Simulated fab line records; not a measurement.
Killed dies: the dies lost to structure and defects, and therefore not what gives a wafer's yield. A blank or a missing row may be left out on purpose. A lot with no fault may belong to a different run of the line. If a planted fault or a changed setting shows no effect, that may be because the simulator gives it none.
Chamber matching -- flow gf180mcu -- GF_CONTACT_CVD_02 on pecvd-03: 3 sister chambers
The step deposits SiO2 from TEOS, target thk 860 nm, time 95.992 s. 6 wafers are shown with their chamber, then 7 later ones without.

WAFERS, EACH WITH ITS CHAMBER
wafer,chamber,heater power w (W),susceptor temp C (C)
L692.2,2,736,399.90
L692.4,2,602,400.26
L708.4,0,695,399.94
L708.5,1,704,399.75
L709.1,0,627,400.61
L709.2,1,640,400.00

WAFERS WITHOUT THEIR CHAMBER
wafer,heater power w (W),susceptor temp C (C)
L709.3,598,400.45
L710.2,607,399.92
L710.4,667,400.08
L710.6,758,400.02
L712.4,675,400.09
L712.5,751,400.14
L712.6,729,399.88

CHAMBER TAKEN BY EACH
wafer,from the rows above,in truth
L709.3,can't be placed: 0 or 2 or 1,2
L710.2,can't be placed: 1 or 2 or 0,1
L710.4,can't be placed: 2 or 0 or 1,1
L710.6,can't be placed: 2 or 1 or 0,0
L712.4,can't be placed: 2 or 0 or 1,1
L712.5,can't be placed: 2 or 0 or 1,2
L712.6,can't be placed: 1 or 2 or 0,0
Correctly placed: 0 of 7. Not placeable from these rows: 7 (in 7, the candidates include the true chamber). 0 placed wrongly.
How it was worked out, from the rows above alone: a wafer's distance from a chamber is the root of the sum, over the readings, of the square of ((its reading less the chamber's mean) divided by the reading's scatter). The wafer belongs to the nearest chamber; if the next one is less than 2 further off, it can't be placed. A chamber's mean is the mean of its shown wafers. The scatter is the square root of a quotient: the sum, over the shown wafers, of each reading's squared deviation from its chamber's mean, divided by wafers minus chambers.
